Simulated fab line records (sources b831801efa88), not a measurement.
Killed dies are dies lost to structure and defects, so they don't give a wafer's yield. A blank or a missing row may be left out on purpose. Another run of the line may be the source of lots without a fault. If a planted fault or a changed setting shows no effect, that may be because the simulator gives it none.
Which tool did it? ; flow sky130 ; Sampling: 12 lots, 36 wafers, 3 of 708 route steps

== WHAT THE GAUGES READ, wafer by wafer ==
SKY_VT_ADJUST_LVTN_TW_MEAS_21.
lot;measured;on;VT_ADJUST_LVTN_2_TW
L953;day 7 15:19;film-metro-01;186.7 187.0 187.8
L954;day 7 20:42;film-metro-01;187.3 187.2 187.0
L956;day 8 10:08;film-metro-01;189.0 188.3 188.5
L957;day 8 19:11;film-metro-01;188.8 188.7 188.8
L958;day 8 23:56;film-metro-01;189.0 188.5 189.2
L961;day 10 10:23;film-metro-01;187.7 189.0 188.4
L963;day 10 20:17;film-metro-01;209.7 209.3 209.2
L964;day 10 21:28;film-metro-01;188.6 186.8 188.5
L962;day 10 22:28;film-metro-01;209.0 209.1 209.5
L974;day 13 11:24;film-metro-01;187.0 187.7 188.8
L975;day 14 03:53;film-metro-01;187.1 186.9 187.5
L976;day 14 12:32;film-metro-01;187.6 187.5 188.3

SKY_LOCAL_INTERCONNECT_OVL_MEAS_12.
lot;measured;on;LOCAL_INTERCONNECT_OVL (nm)
L953;day 30 09:34;overlay-02;-4 2 1
L954;day 30 14:32;overlay-02;5 -4 1
L956;day 31 02:58;overlay-02;10 13 11
L957;day 31 09:46;overlay-01;0 3 2
L958;day 32 09:41;overlay-01;5 3 2
L961;day 33 16:41;overlay-01;9 1 -5
L963;day 34 05:11;overlay-01;6 10 11
L964;day 34 02:28;overlay-01;0 -2 1
L962;day 34 05:53;overlay-01;0 4 6
L974;day 36 16:44;overlay-02;5 2 -2
L975;day 37 09:26;overlay-01;3 -5 -1
L976;day 37 16:44;overlay-02;-1 -4 6

== WHAT TOOL EACH LOT RAN ON (gives the tool, then ch and the chambers of the sampled wafers, and finally the start) ==
lot;SKY_VT_ADJUST_LVTN_IMPLANT_19
L953;implanter-03 ch 0, day 7 15:04
L954;implanter-04 ch 0, day 7 20:28
L956;implanter-04 ch 0, day 8 09:54
L957;implanter-04 ch 0, day 8 18:56
L958;implanter-03 ch 0, day 8 23:41
L961;implanter-02 ch 0, day 10 10:08
L963;implanter-02 ch 0, day 10 20:04
L964;implanter-04 ch 0, day 10 21:13
L962;implanter-02 ch 0, day 10 22:13
L974;implanter-03 ch 0, day 13 11:10
L975;implanter-02 ch 0, day 14 03:38
L976;implanter-04 ch 0, day 14 12:19
- SKY_VT_ADJUST_LVTN_IMPLANT_19

== AS READ BY THE TOOLS THEMSELVES (means over the sampled wafers that have a number; for cases with no such wafer, the mark the record gives instead) ==
SKY_VT_ADJUST_LVTN_IMPLANT_19.
lot;tool;dose-ions-cm2;faraday-current-uA
L953;implanter-03;6.5e+11;3.70
L954;implanter-04;6.5e+11;3.66
L956;implanter-04;6.5e+11;3.64
L957;implanter-04;6.5e+11;3.67
L958;implanter-03;6.5e+11;3.60
L961;implanter-02;6.5e+11;3.64
L963;implanter-02;9.5e+11;5.43
L964;implanter-04;6.5e+11;3.63
L962;implanter-02;9.5e+11;5.30
L974;implanter-03;6.5e+11;3.63
L975;implanter-02;6.5e+11;3.61
L976;implanter-04;6.5e+11;3.66

== THE ANSWER, worked out from the rows above alone ==
Rule: what is usual is taken from the lots themselves. The widest of any qualifying gaps counts: lots, ordered by their means at a reading, are off when they make up no more than a third of the lots, leave a main group of 4 or more, and stand apart from it by 3 or more times the standard deviation of that group's means. A main group is skipped when, at the precision printed for the reading in the tables above, its means are all equal. A lot without any number at a reading at which 4 lots or more have one is off too. All remaining lots with rows at the step are treated as sound. The gauges are gone through in route order, then the tools' own readings, and for those a lot's mean is taken as printed above. At the first step where some lot is off, the reading lying furthest off is the one used; lots without a number count as furthest.
Off: L963, L962, seen at SKY_VT_ADJUST_LVTN_TW_MEAS_21 (VT_ADJUST_LVTN_2_TW). For the main group the mean is 188.0 and the standard deviation 0.64.
A tool fits if, at a process step before that reading, it ran every lot that is off, and no sound lot after the first of them. Not tried: the gauges at SKY_VT_ADJUST_LVTN_TW_MEAS_21; whatever is off there is also off at SKY_VT_ADJUST_LVTN_IMPLANT_19, on other tools, and gauge error can't account for it. Of those tried, none fits.

== WHAT THE SIMULATOR HAD INSERTED ==
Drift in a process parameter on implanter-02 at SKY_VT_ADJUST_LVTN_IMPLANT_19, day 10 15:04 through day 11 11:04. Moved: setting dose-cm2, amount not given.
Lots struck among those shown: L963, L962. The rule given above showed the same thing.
